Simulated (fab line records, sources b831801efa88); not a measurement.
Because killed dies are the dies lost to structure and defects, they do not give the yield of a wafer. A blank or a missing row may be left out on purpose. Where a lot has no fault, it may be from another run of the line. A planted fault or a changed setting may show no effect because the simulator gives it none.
fab line records || flow sky130 || part 2 of 2: steps 29 to 42 of 42
record: {"lots": 5, "wafers": 15, "lastDay": 50}
route steps=708 shown VIA2@522 METAL3@532 CAPM@537
lots that met no fault: taken from a fault-free run of the same line
startH: hours from the record's first day to the start of the lot's first wafer shown || waitH: hours elapsed since this lot's preceding step || " repeats the value in the row above || L1.1+2: a row that stands for several wafers || - value missing, or start not given || * or withheld: withheld || < > ~ a bound
route shown NAME@n: NAME is a module with steps in the file, n the number in the route of the first one || usual: mean/standard deviation taken from wafers without a fault || same: alike in all rows || chamber/n: place in a boat || sites: the reading at each site || _std_site: standard deviation of those values || _edge_site: outer sites' mean less inner sites' || radiusMm: for every site, how far away it sits from the centre of the wafer || mask NAME#n: copy n || behind: the tool/chamber that last shaped the wafer || hold: the reason the lot was held/the length of the hold in hours/how it ended || device: which transistor (n, p or np) failed to switch || end of line: the route-end tests of the same wafers || a step with no rows: only its recipe || killed: at the first sort, the dies lost to defects and structure; wafer yield is something else || map: dies across one wafer; x = killed, . = not, _ = none there
set.NAME: setting as actually run; set.NAME@STEP: the setting as run at that earlier step || model.NAME: the simulator's own value behind a step, which no gauge read
lots at selected steps of the route; one table per step, one row per wafer
services: the hour from which a tool's chamber was out of use, counted from the record's first day as startH (under 0 if before that day), plus the number of hours and why
== steps ==
step: SKY_CAPM_METAL_ETCH_13
recipe: {"targetDepthNm": 220, "stopOn": "SiO2", "chemistry": "Cl2/BCl3", "target": "TiN", "pressureMtorr": 10, "icpW": 900, "biasW": 48.5, "Cl2_flow_sccm": 60, "bcl3FlowSccm": 30, "timeS": 62.9}
usual: {"drypumpMotorCurrentA": "5.9/0.41", "oesProductAu": "0.941/0.0076", "throttleValvePct": "21.902/0.009"}
{"lot.wafer": "L076.1", "tool": "rieMetal-02", "chamber": 0, "startH": 882.96, "waitH": 0.0, "drypumpMotorCurrentA": 6.4, "oesProductAu": 0.945, "rfHoursCounterH": 1, "throttleValvePct": 21.905}
{"lot.wafer": "L076.2", "tool": "rieMetal-02", "chamber": 1, "startH": 882.96, "waitH": 0.0, "drypumpMotorCurrentA": 6.4, "oesProductAu": 0.934, "rfHoursCounterH": 19, "throttleValvePct": 21.910}
{"lot.wafer": "L076.6", "tool": "rieMetal-02", "chamber": 0, "startH": 882.96, "waitH": 0.0, "drypumpMotorCurrentA": 6.3, "oesProductAu": 0.943, "rfHoursCounterH": "-", "throttleValvePct": 21.901}
{"lot.wafer": "L085.1", "tool": "rieMetal-04", "chamber": 0, "startH": 950.41, "waitH": 0.0, "drypumpMotorCurrentA": 5.3, "oesProductAu": 0.951, "rfHoursCounterH": 7, "throttleValvePct": 21.893}
{"lot.wafer": "L085.2", "tool": "rieMetal-04", "chamber": 1, "startH": 950.41, "waitH": 0.0, "drypumpMotorCurrentA": 6.0, "oesProductAu": 0.938, "rfHoursCounterH": 5, "throttleValvePct": 21.899}
{"lot.wafer": "L085.4", "tool": "rieMetal-04", "chamber": 1, "startH": 950.41, "waitH": 0.0, "drypumpMotorCurrentA": 6.0, "oesProductAu": 0.944, "rfHoursCounterH": "-", "throttleValvePct": 21.905}
{"lot.wafer": "L090.1", "tool": "rieMetal-02", "chamber": 0, "startH": 993.85, "waitH": 0.0, "drypumpMotorCurrentA": 6.4, "oesProductAu": 0.944, "rfHoursCounterH": 9, "throttleValvePct": 21.905}
{"lot.wafer": "L090.4", "tool": "rieMetal-02", "chamber": 0, "startH": 993.85, "waitH": 0.0, "drypumpMotorCurrentA": 6.4, "oesProductAu": 0.933, "rfHoursCounterH": "-", "throttleValvePct": 21.911}
{"lot.wafer": "L090.6", "tool": "rieMetal-02", "chamber": 0, "startH": 993.85, "waitH": 0.0, "drypumpMotorCurrentA": 6.4, "oesProductAu": 0.943, "rfHoursCounterH": "-", "throttleValvePct": 21.912}
{"lot.wafer": "L094.3", "tool": "rieMetal-01", "chamber": 0, "startH": 1005.17, "waitH": 0.0, "drypumpMotorCurrentA": 5.8, "oesProductAu": 0.933, "rfHoursCounterH": "-", "throttleValvePct": 21.895}
{"lot.wafer": "L094.4", "tool": "rieMetal-01", "chamber": 1, "startH": 1005.17, "waitH": 0.0, "drypumpMotorCurrentA": 5.6, "oesProductAu": 0.923, "rfHoursCounterH": "-", "throttleValvePct": 21.915}
{"lot.wafer": "L094.5", "tool": "rieMetal-01", "chamber": 1, "startH": 1005.17, "waitH": 0.0, "drypumpMotorCurrentA": 5.6, "oesProductAu": 0.938, "rfHoursCounterH": "-", "throttleValvePct": 21.902}
{"lot.wafer": "L097.2", "tool": "rieMetal-04", "chamber": 0, "startH": 1029.27, "waitH": 0.0, "drypumpMotorCurrentA": 5.3, "oesProductAu": 0.932, "rfHoursCounterH": 11, "throttleValvePct": 21.892}
{"lot.wafer": "L097.3", "tool": "rieMetal-04", "chamber": 1, "startH": 1029.27, "waitH": 0.0, "drypumpMotorCurrentA": 6.0, "oesProductAu": 0.937, "rfHoursCounterH": "-", "throttleValvePct": 21.895}
{"lot.wafer": "L097.4", "tool": "rieMetal-04", "chamber": 0, "startH": 1029.27, "waitH": 0.0, "drypumpMotorCurrentA": 5.3, "oesProductAu": 0.941, "rfHoursCounterH": "-", "throttleValvePct": 21.909}
step: SKY_CAPM_STRIP_14
recipe: {"chemistry": "O2/N2", "powerW": 1400, "pressureMtorr": 1500, "platenTempC": "withheld", "o2FlowSccm": 3000, "n2FlowSccm": 300, "overashFraction": 0.5}
usual: {"drypumpMotorCurrentA": "6.0/0.31", "o2FlowSccm": "3001/9.4", "oesProductAu": "0.710/0.0047", "stripTimeToEndpointS": "12.63/0.044"}
same: {"overashFraction": 0.5}
{"lot.wafer": "L076.1", "tool": "plasmaAsher-01", "chamber": 1, "startH": 883.03, "waitH": 0.1, "drypumpMotorCurrentA": 5.9, "o2FlowSccm": 3016, "oesProductAu": 0.707, "rfHoursCounterH": 13, "stripTimeToEndpointS": 12.64}
{"lot.wafer": "L076.2", "tool": "plasmaAsher-01", "chamber": 0, "startH": 883.03, "waitH": 0.1, "drypumpMotorCurrentA": 6.4, "o2FlowSccm": 2982, "oesProductAu": 0.710, "rfHoursCounterH": 13, "stripTimeToEndpointS": 12.66}
{"lot.wafer": "L076.6", "tool": "plasmaAsher-01", "chamber": 1, "startH": 883.03, "waitH": 0.1, "drypumpMotorCurrentA": 5.9, "o2FlowSccm": 3007, "oesProductAu": 0.704, "rfHoursCounterH": "-", "stripTimeToEndpointS": 12.63}
{"lot.wafer": "L085.1", "tool": "plasmaAsher-02", "chamber": 0, "startH": 950.48, "waitH": 0.1, "drypumpMotorCurrentA": 5.8, "o2FlowSccm": 2999, "oesProductAu": 0.710, "rfHoursCounterH": 83, "stripTimeToEndpointS": 12.68}
{"lot.wafer": "L085.2", "tool": "plasmaAsher-02", "chamber": 1, "startH": 950.48, "waitH": 0.1, "drypumpMotorCurrentA": 5.5, "o2FlowSccm": 3004, "oesProductAu": 0.716, "rfHoursCounterH": 83, "stripTimeToEndpointS": 12.66}
{"lot.wafer": "L085.4", "tool": "plasmaAsher-02", "chamber": 1, "startH": 950.48, "waitH": 0.1, "drypumpMotorCurrentA": 5.6, "o2FlowSccm": 3001, "oesProductAu": 0.705, "rfHoursCounterH": "-", "stripTimeToEndpointS": 12.68}
{"lot.wafer": "L090.1", "tool": "plasmaAsher-01", "chamber": 1, "startH": 993.92, "waitH": 0.1, "drypumpMotorCurrentA": 5.9, "o2FlowSccm": 3009, "oesProductAu": 0.703, "rfHoursCounterH": 25, "stripTimeToEndpointS": 12.63}
{"lot.wafer": "L090.4", "tool": "plasmaAsher-01", "chamber": 1, "startH": 993.92, "waitH": 0.1, "drypumpMotorCurrentA": 5.9, "o2FlowSccm": 3007, "oesProductAu": 0.714, "rfHoursCounterH": "-", "stripTimeToEndpointS": 12.59}
{"lot.wafer": "L090.6", "tool": "plasmaAsher-01", "chamber": 1, "startH": 993.92, "waitH": 0.1, "drypumpMotorCurrentA": 5.9, "o2FlowSccm": 3010, "oesProductAu": 0.715, "rfHoursCounterH": "-", "stripTimeToEndpointS": 12.62}
{"lot.wafer": "L094.3", "tool": "plasmaAsher-01", "chamber": 1, "startH": 1005.26, "waitH": 0.1, "drypumpMotorCurrentA": 5.9, "o2FlowSccm": 2988, "oesProductAu": 0.701, "rfHoursCounterH": "-", "stripTimeToEndpointS": 12.63}
{"lot.wafer": "L094.4", "tool": "plasmaAsher-01", "chamber": 0, "startH": 1005.26, "waitH": 0.1, "drypumpMotorCurrentA": 6.4, "o2FlowSccm": 3003, "oesProductAu": 0.714, "rfHoursCounterH": "-", "stripTimeToEndpointS": 12.63}
{"lot.wafer": "L094.5", "tool": "plasmaAsher-01", "chamber": 0, "startH": 1005.26, "waitH": 0.1, "drypumpMotorCurrentA": 6.4, "o2FlowSccm": 3003, "oesProductAu": 0.706, "rfHoursCounterH": "-", "stripTimeToEndpointS": 12.63}
{"lot.wafer": "L097.2", "tool": "plasmaAsher-02", "chamber": 0, "startH": 1029.35, "waitH": 0.1, "drypumpMotorCurrentA": 5.9, "o2FlowSccm": 3003, "oesProductAu": 0.715, "rfHoursCounterH": 91, "stripTimeToEndpointS": 12.60}
{"lot.wafer": "L097.3", "tool": "plasmaAsher-02", "chamber": 0, "startH": 1029.35, "waitH": 0.1, "drypumpMotorCurrentA": 5.9, "o2FlowSccm": 3003, "oesProductAu": 0.705, "rfHoursCounterH": "-", "stripTimeToEndpointS": 12.58}
{"lot.wafer": "L097.4", "tool": "plasmaAsher-02", "chamber": 1, "startH": 1029.35, "waitH": 0.1, "drypumpMotorCurrentA": 5.6, "o2FlowSccm": 2990, "oesProductAu": 0.703, "rfHoursCounterH": "-", "stripTimeToEndpointS": 12.67}
step: SKY_CAPM_STRIP_15
recipe: {"chemistry": "postEtchResidueRemover", "timeS": 1200, "tempC": 72.5}
{"lot.wafer": "L076.1+2+6", "tool": "wetBench-03", "chamber": 2, "startH": 883.13, "waitH": 0.1}
{"lot.wafer": "L085.1+2+4", "tool": "wetBench-04", "chamber": 1, "startH": 950.58, "waitH": 0.1}
{"lot.wafer": "L090.1+4+6", "tool": "wetBench-03", "chamber": 1, "startH": 994.02, "waitH": 0.1}
{"lot.wafer": "L094.3+4+5", "tool": "wetBench-03", "chamber": 3, "startH": 1005.32, "waitH": 0.0}
{"lot.wafer": "L097.2+3+4", "tool": "wetBench-01", "chamber": 2, "startH": 1029.45, "waitH": 0.1}
step: SKY_CAPM_CLEAN_16
recipe: {"chemistry": "IPA", "timeS": 180, "tempC": 25}
{"lot.wafer": "L076.1+2+6", "tool": "wetBench-01", "chamber": 0, "startH": 883.51, "waitH": 0.0}
{"lot.wafer": "L085.1+2+4", "tool": "wetBench-03", "chamber": 2, "startH": 950.93, "waitH": 0.0}
{"lot.wafer": "L090.1+4+6", "tool": "wetBench-01", "chamber": 2, "startH": 994.37, "waitH": 0.0}
{"lot.wafer": "L094.3+4+5", "tool": "wetBench-01", "chamber": 3, "startH": 1005.67, "waitH": 0.0}
{"lot.wafer": "L097.2+3+4", "tool": "wetBench-03", "chamber": 1, "startH": 1030.20, "waitH": 0.0}
step: SKY_CAPM_CLEAN_17
recipe: {"chemistry": "O3/DIW", "dry": "n2Spin"}
{"lot.wafer": "L076.1+2+6", "tool": "wetBench-04", "chamber": 1, "startH": 883.56, "waitH": 0.0}
{"lot.wafer": "L085.1+2+4", "tool": "wetBench-04", "chamber": 3, "startH": 950.99, "waitH": 0.0}
{"lot.wafer": "L090.1+4+6", "tool": "wetBench-03", "chamber": 0, "startH": 994.42, "waitH": 0.0}
{"lot.wafer": "L094.3+4+5", "tool": "wetBench-04", "chamber": 1, "startH": 1005.73, "waitH": 0.0}
{"lot.wafer": "L097.2+3+4", "tool": "wetBench-01", "chamber": 3, "startH": 1030.25, "waitH": 0.0}
step: SKY_METAL3_DEHYDRATE_05
recipe: {"tempC": 200, "timeS": 60}
{"lot.wafer": "L076.1+2+6", "tool": "lithoTrack-02", "chamber": 0, "startH": 895.32, "waitH": 11.7}
{"lot.wafer": "L085.1+2+4", "tool": "lithoTrack-03", "chamber": 0, "startH": 962.38, "waitH": 11.3}
{"lot.wafer": "L090.1+4+6", "tool": "lithoTrack-03", "chamber": 0, "startH": 1005.43, "waitH": 10.9}
{"lot.wafer": "L094.3+4+5", "tool": "lithoTrack-02", "chamber": 0, "startH": 1015.82, "waitH": 10.0}
{"lot.wafer": "L097.2+3+4", "tool": "lithoTrack-02", "chamber": 0, "startH": 1041.30, "waitH": 10.8}
step: SKY_METAL3_HMDS_06
recipe: {"primeTimeS": 60, "primeTempC": 120}
{"lot.wafer": "L076.1+2+6", "tool": "lithoTrack-02", "chamber": 0, "startH": 895.47, "waitH": 0.1}
{"lot.wafer": "L085.1+2+4", "tool": "lithoTrack-03", "chamber": 0, "startH": 962.53, "waitH": 0.1}
{"lot.wafer": "L090.1+4+6", "tool": "lithoTrack-03", "chamber": 0, "startH": 1005.58, "waitH": 0.1}
{"lot.wafer": "L094.3+4+5", "tool": "lithoTrack-02", "chamber": 0, "startH": 1015.97, "waitH": 0.1}
{"lot.wafer": "L097.2+3+4", "tool": "lithoTrack-02", "chamber": 0, "startH": 1041.45, "waitH": 0.1}
step: SKY_METAL3_COAT_07
recipe: {"resist": "BARC", "tempC": "withheld", "timeS": "withheld", "spinRpm": 3000, "resistThkNm": 60}
{"lot.wafer": "L076.1+2+6", "tool": "lithoTrack-02", "chamber": 0, "startH": 895.62, "waitH": 0.1}
{"lot.wafer": "L085.1+2+4", "tool": "lithoTrack-03", "chamber": 0, "startH": 962.68, "waitH": 0.1}
{"lot.wafer": "L090.1+4+6", "tool": "lithoTrack-03", "chamber": 0, "startH": 1005.73, "waitH": 0.1}
{"lot.wafer": "L094.3+4+5", "tool": "lithoTrack-02", "chamber": 0, "startH": 1016.12, "waitH": 0.1}
{"lot.wafer": "L097.2+3+4", "tool": "lithoTrack-02", "chamber": 0, "startH": 1041.60, "waitH": 0.1}
step: SKY_METAL3_COAT_08
recipe: {"resist": "KrF-thick", "spinRpm": 3000, "resistThkNm": 1140}
{"lot.wafer": "L076.1+2+6", "tool": "lithoTrack-02", "chamber": 0, "startH": "-", "waitH": "-"}
{"lot.wafer": "L085.1+2+4", "tool": "lithoTrack-03", "chamber": 0, "startH": "-", "waitH": "-"}
{"lot.wafer": "L090.1+4+6", "tool": "lithoTrack-03", "chamber": 0, "startH": "-", "waitH": "-"}
{"lot.wafer": "L094.3+4+5", "tool": "lithoTrack-02", "chamber": 0, "startH": "-", "waitH": "-"}
{"lot.wafer": "L097.2+3+4", "tool": "lithoTrack-02", "chamber": 0, "startH": "-", "waitH": "-"}
step: SKY_METAL3_SOFTBAKE_09
recipe: {"tempC": 100, "timeS": 90, "resist": "KrF-thick"}
{"lot.wafer": "L076.1+2+6", "tool": "lithoTrack-02", "chamber": 0, "startH": "-", "waitH": "-"}
{"lot.wafer": "L085.1+2+4", "tool": "lithoTrack-03", "chamber": 0, "startH": "-", "waitH": "-"}
{"lot.wafer": "L090.1+4+6", "tool": "lithoTrack-03", "chamber": 0, "startH": "-", "waitH": "-"}
{"lot.wafer": "L094.3+4+5", "tool": "lithoTrack-02", "chamber": 0, "startH": "-", "waitH": "-"}
{"lot.wafer": "L097.2+3+4", "tool": "lithoTrack-02", "chamber": 0, "startH": "-", "waitH": "-"}
step: SKY_METAL3_EXPOSE_10
recipe: {"maskId": "MM3", "na": 0.68, "sourceShape": "annular", "sigmaInner": 0.4, "sigmaOuter": 0.8, "targetCdNm": 300, "doseMj": 28}
same: {"sigmaInner": 0.4}
{"lot.wafer": "L076.1+2+6", "tool": "krfScanner-02", "chamber": 0, "startH": "-", "waitH": "-", "mask": "MM3#0"}
{"lot.wafer": "L085.1+2+4", "tool": "krfScanner-01", "chamber": 0, "startH": "-", "waitH": "-", "mask": "MM3#0"}
{"lot.wafer": "L090.1+4+6", "tool": "krfScanner-01", "chamber": 0, "startH": "-", "waitH": "-", "mask": "MM3#0"}
{"lot.wafer": "L094.3+4+5", "tool": "krfScanner-01", "chamber": 0, "startH": "-", "waitH": "-", "mask": "MM3#0"}
{"lot.wafer": "L097.2+3+4", "tool": "krfScanner-01", "chamber": 0, "startH": "-", "waitH": "-", "mask": "MM3#0"}
step: SKY_METAL3_PEB_11
recipe: {"pebTempC": "withheld", "pebTimeS": "withheld", "resist": "KrF-thick"}
{"lot.wafer": "L076.1+2+6", "tool": "lithoTrack-02", "chamber": 0, "startH": "-", "waitH": "-"}
{"lot.wafer": "L085.1+2+4", "tool": "lithoTrack-03", "chamber": 0, "startH": "-", "waitH": "-"}
{"lot.wafer": "L090.1+4+6", "tool": "lithoTrack-01", "chamber": 0, "startH": "-", "waitH": "-"}
{"lot.wafer": "L094.3+4+5", "tool": "lithoTrack-02", "chamber": 0, "startH": "-", "waitH": "-"}
{"lot.wafer": "L097.2+3+4", "tool": "lithoTrack-02", "chamber": 0, "startH": "-", "waitH": "-"}
step: SKY_METAL3_DEVELOP_12
recipe: {"developTimeS": 60, "resist": "KrF-thick", "devTempC": 21}
usual: {"developerTempC": "20.97/0.11"}
{"lot.wafer": "L076.1", "tool": "lithoTrack-02", "chamber": 0, "startH": "-", "waitH": "-", "developerTempC": 20.71}
{"lot.wafer": "L076.2", "tool": "lithoTrack-02", "chamber": 0, "startH": "-", "waitH": "-", "developerTempC": 20.76}
{"lot.wafer": "L076.6", "tool": "lithoTrack-02", "chamber": 0, "startH": "-", "waitH": "-", "developerTempC": 20.81}
{"lot.wafer": "L085.1", "tool": "lithoTrack-03", "chamber": 0, "startH": "-", "waitH": "-", "developerTempC": 21.09}
{"lot.wafer": "L085.2", "tool": "lithoTrack-03", "chamber": 0, "startH": "-", "waitH": "-", "developerTempC": 20.96}
{"lot.wafer": "L085.4", "tool": "lithoTrack-03", "chamber": 0, "startH": "-", "waitH": "-", "developerTempC": 20.91}
{"lot.wafer": "L090.1", "tool": "lithoTrack-01", "chamber": 0, "startH": "-", "waitH": "-", "developerTempC": 20.95}
{"lot.wafer": "L090.4", "tool": "lithoTrack-01", "chamber": 0, "startH": "-", "waitH": "-", "developerTempC": 20.98}
{"lot.wafer": "L090.6", "tool": "lithoTrack-01", "chamber": 0, "startH": "-", "waitH": "-", "developerTempC": 20.92}
{"lot.wafer": "L094.3", "tool": "lithoTrack-02", "chamber": 0, "startH": "-", "waitH": "-", "developerTempC": 20.92}
{"lot.wafer": "L094.4", "tool": "lithoTrack-02", "chamber": 0, "startH": "-", "waitH": "-", "developerTempC": 20.96}
{"lot.wafer": "L094.5", "tool": "lithoTrack-02", "chamber": 0, "startH": "-", "waitH": "-", "developerTempC": 21.08}
{"lot.wafer": "L097.2", "tool": "lithoTrack-02", "chamber": 0, "startH": "-", "waitH": "-", "developerTempC": 20.92}
{"lot.wafer": "L097.3", "tool": "lithoTrack-02", "chamber": 0, "startH": "-", "waitH": "-", "developerTempC": 20.82}
{"lot.wafer": "L097.4", "tool": "lithoTrack-02", "chamber": 0, "startH": "-", "waitH": "-", "developerTempC": 20.82}
step: SKY_METAL3_CD_MEAS_13
recipe: {"targetCdNm": 300}
usual: {"cdNm": "299.3/1.4"}
{"lot.wafer": "L076.1", "tool": "cdSem-01", "chamber": "-", "startH": 908.82, "waitH": "-", "cdNm": 301.1}
{"lot.wafer": "L076.2", "tool": "cdSem-01", "chamber": "-", "startH": 908.82, "waitH": "-", "cdNm": 301.1}
{"lot.wafer": "L076.6", "tool": "cdSem-01", "chamber": "-", "startH": 908.82, "waitH": "-", "cdNm": 299.5}
{"lot.wafer": "L085.1", "tool": "cdSem-02", "chamber": "-", "startH": 974.28, "waitH": "-", "cdNm": 299.4}
{"lot.wafer": "L085.2", "tool": "cdSem-02", "chamber": "-", "startH": 974.28, "waitH": "-", "cdNm": 300.5}
{"lot.wafer": "L085.4", "tool": "cdSem-02", "chamber": "-", "startH": 974.28, "waitH": "-", "cdNm": 299.4}
{"lot.wafer": "L090.1", "tool": "cdSem-02", "chamber": "-", "startH": 1017.26, "waitH": "-", "cdNm": 300.0}
{"lot.wafer": "L090.4", "tool": "cdSem-02", "chamber": "-", "startH": 1017.26, "waitH": "-", "cdNm": 299.2}
{"lot.wafer": "L090.6", "tool": "cdSem-02", "chamber": "-", "startH": 1017.26, "waitH": "-", "cdNm": 300.7}
{"lot.wafer": "L094.3", "tool": "cdSem-01", "chamber": "-", "startH": 1028.26, "waitH": "-", "cdNm": 299.4}
{"lot.wafer": "L094.4", "tool": "cdSem-01", "chamber": "-", "startH": 1028.26, "waitH": "-", "cdNm": 299.1}
{"lot.wafer": "L094.5", "tool": "cdSem-01", "chamber": "-", "startH": 1028.26, "waitH": "-", "cdNm": 299.1}
{"lot.wafer": "L097.2", "tool": "cdSem-01", "chamber": "-", "startH": 1052.44, "waitH": "-", "cdNm": 301.4}
{"lot.wafer": "L097.3", "tool": "cdSem-01", "chamber": "-", "startH": 1052.44, "waitH": "-", "cdNm": 301.3}
{"lot.wafer": "L097.4", "tool": "cdSem-01", "chamber": "-", "startH": 1052.44, "waitH": "-", "cdNm": 300.8}
== services ==
{"tool": "krfScanner-01", "chamber": "-", "startH": 833.75, "hours": 3.6, "kind": "pm"}
{"tool": "cmp-01", "chamber": "-", "startH": 849.26, "hours": 2.6, "kind": "repair"}
{"tool": "pvdSputter-04", "chamber": "-", "startH": 854.81, "hours": 2.0, "kind": "repair"}
{"tool": "krfScanner-01", "chamber": "-", "startH": 863.41, "hours": 4.4, "kind": "pm"}
{"tool": "wetBench-02", "chamber": "-", "startH": 866.43, "hours": 7.3, "kind": "repair"}
{"tool": "cvdW-01", "chamber": "-", "startH": 876.97, "hours": 6.9, "kind": "pm"}
{"tool": "pvdSputter-01", "chamber": "-", "startH": 877.90, "hours": 3.2, "kind": "repair"}
{"tool": "plasmaAsher-01", "chamber": "-", "startH": 877.99, "hours": 4.4, "kind": "repair"}
{"tool": "cmp-01", "chamber": "-", "startH": 879.82, "hours": 3.8, "kind": "pm"}
{"tool": "krfScanner-01", "chamber": "-", "startH": 886.63, "hours": 0.8, "kind": "pm"}
{"tool": "cmp-01", "chamber": "-", "startH": 891.95, "hours": 4.6, "kind": "pm"}
{"tool": "pvdSputter-01", "chamber": "-", "startH": 901.31, "hours": 6.1, "kind": "repair"}
{"tool": "pvdSputter-02", "chamber": "-", "startH": 903.64, "hours": 2.6, "kind": "repair"}
{"tool": "cmp-01", "chamber": "-", "startH": 916.00, "hours": 20.6, "kind": "pm"}
{"tool": "krfScanner-01", "chamber": "-", "startH": 926.49, "hours": 0.8, "kind": "repair"}
{"tool": "krfScanner-01", "chamber": "-", "startH": 929.68, "hours": 1.0, "kind": "pm"}
{"tool": "cmp-01", "chamber": "-", "startH": 935.35, "hours": 0.3, "kind": "repair"}
{"tool": "wetBench-01", "chamber": "-", "startH": 955.21, "hours": 5.2, "kind": "repair"}
{"tool": "pvdSputter-04", "chamber": "-", "startH": 966.36, "hours": 3.0, "kind": "repair"}
{"tool": "wetBench-02", "chamber": "-", "startH": 976.66, "hours": 6.1, "kind": "repair"}
{"tool": "cvdW-01", "chamber": "-", "startH": 978.08, "hours": 2.8, "kind": "pm"}
{"tool": "krfScanner-01", "chamber": "-", "startH": 998.91, "hours": 1.3, "kind": "pm"}
{"tool": "pvdSputter-02", "chamber": "-", "startH": 1003.50, "hours": 3.2, "kind": "repair"}
{"tool": "plasmaAsher-01", "chamber": "-", "startH": 1045.23, "hours": 1.6, "kind": "repair"}
